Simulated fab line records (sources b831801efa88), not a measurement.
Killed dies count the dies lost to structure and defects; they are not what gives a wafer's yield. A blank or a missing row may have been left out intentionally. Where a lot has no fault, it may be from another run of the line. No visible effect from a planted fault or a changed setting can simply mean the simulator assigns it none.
A struck lot beside a sound one + flow sky130 + 21 out of 708 route steps
Sound: the wafers L720.2, L720.3, L720.6. Struck: wafers L726.3, L726.4, L726.6. Last of all comes the cause.
At each step with rows: each side's tool, then ch and its chambers, then its first start. Under that, the readings that differ: sound wafers + struck wafers + difference of the means + sigmas: that difference in standard deviations of wafers without a fault.
alike: readings with means less than 2 such deviations apart, plus words and numbers identical on both sides. not compared: withheld readings, readings lacking a value on some wafer, bounds such as >300 that could conceal the same value, and numbers that have no deviation in the record and whose values overlap.
A row with sigmas, a row that says differs or no value, or rows on one side alone: a step with any of these is where the two part. When numbers do not overlap yet have no deviation, they are printed without sigmas and do not part them. A reading that every wafer of one side lacks parts them only if that side has two wafers or more.

first, 3 steps without rows for these wafers: SKY_VT_ADJUST_NCORE_EXPOSE_04 (exposes mask LVTN COMPLEMENT THIN, target cd 380 nm); SKY_VT_ADJUST_NCORE_PEB_05; SKY_VT_ADJUST_NCORE_DEVELOP_06 (develop time 61.49 s).
SKY_VT_ADJUST_NCORE_CD_MEAS_07 targets a cd of 380 nm.
  sound: cdSem-01 at day 9 11:56; struck: cdSem-01 at day 11 06:28
  alike: cdNm
SKY_VT_ADJUST_NCORE_OVL_MEAS_08:
  sound: overlay-01 at day 9 12:02; struck: overlay-01 at day 11 06:33
  alike: VT_ADJUST_NCORE_OVL
after that, 1 step had no rows for these wafers: SKY_VT_ADJUST_NCORE_IMPLANT_09.
SKY_VT_ADJUST_NCORE_STRIP_10: strips in O2/N2.
  sound on plasmaAsher-01 ch 0,1, day 9 12:13; struck on plasmaAsher-04 ch 0,1, day 11 07:08
  alike: drypumpMotorCurrentA, oesProductAu, stripTimeToEndpointS
  not compared: rfHoursCounterH
SKY_VT_ADJUST_NCORE_TW_MEAS_11:
  sound: filmMetro-02 at day 9 12:20; struck: filmMetro-02 at day 11 07:13
  alike: VT_ADJUST_NCORE_TW
then, 4 steps without rows for these wafers: SKY_VT_ADJUST_HVTR_DEHYDRATE_00 (time 60 s); SKY_VT_ADJUST_HVTR_HMDS_01 (prime time 60 s); SKY_VT_ADJUST_HVTR_COAT_02 (resist thk 1140 nm); SKY_VT_ADJUST_HVTR_SOFTBAKE_03 (time 60 s).
SKY_VT_ADJUST_HVTR_EXPOSE_04: exposes mask HVTRM, target cd 380 nm.
  sound on ilineStepper-01 ch 0, day 9 23:37; struck on ilineStepper-01 ch 0, day 11 18:45
| reading | sound                   | struck               | difference | sigmas |
|---------|-------------------------|----------------------|------------|--------|
| mask    | HVTRM#0 HVTRM#0 HVTRM#0 | TUNM#0 TUNM#0 TUNM#0 | differs    |        |
then, 2 steps without rows for these wafers: SKY_VT_ADJUST_HVTR_PEB_05; SKY_VT_ADJUST_HVTR_DEVELOP_06 (develop time 60 s).
SKY_VT_ADJUST_HVTR_CD_MEAS_07 targets a cd of 380 nm.
  sound: cdSem-02 at day 10 10:33; struck: cdSem-02 at day 12 05:57
| reading   | sound             | struck | difference                    | sigmas |
|-----------|-------------------|--------|-------------------------------|--------|
| cdNm (nm) | 381.4 383.0 382.9 | - - -  | no value on the struck wafers |        |
SKY_VT_ADJUST_HVTR_OVL_MEAS_08:
  sound: overlay-01 at day 10 10:40; struck: overlay-02 at day 12 06:02
| reading                 | sound        | struck | difference                    | sigmas |
|-------------------------|--------------|--------|-------------------------------|--------|
| VT_ADJUST_HVTR_OVL (nm) | 1.3 0.1 -0.6 | - - -  | no value on the struck wafers |        |
after that, 1 step had no rows for these wafers: SKY_VT_ADJUST_HVTR_IMPLANT_09.
SKY_VT_ADJUST_HVTR_STRIP_10: strips in O2/N2.
  sound on plasmaAsher-04 ch 0, day 10 10:50; struck on plasmaAsher-04 ch 0,1, day 12 06:15
  alike: drypumpMotorCurrentA, oesProductAu, stripTimeToEndpointS
  not compared: rfHoursCounterH
SKY_VT_ADJUST_HVTR_TW_MEAS_11:
  sound: filmMetro-03 at day 10 10:57; struck: filmMetro-03 at day 12 06:34
| reading           | sound             | struck         | difference | sigmas      |
|-------------------|-------------------|----------------|------------|-------------|
| VT_ADJUST_HVTR_TW | 212.1 211.4 212.8 | 30.2 30.2 30.3 | -181.9     | -99 or more |
  not compared: hold
SKY_PAD_OPEN_PROBE_99:
  the record holds rows for the sound wafers here (prober-02, day 46 11:16) but none for the struck ones

WHERE THEY PART
At SKY_VT_ADJUST_HVTR_EXPOSE_04 first; at SKY_PAD_OPEN_PROBE_99 last (within this record only).

WHY: what had been put in by the simulator
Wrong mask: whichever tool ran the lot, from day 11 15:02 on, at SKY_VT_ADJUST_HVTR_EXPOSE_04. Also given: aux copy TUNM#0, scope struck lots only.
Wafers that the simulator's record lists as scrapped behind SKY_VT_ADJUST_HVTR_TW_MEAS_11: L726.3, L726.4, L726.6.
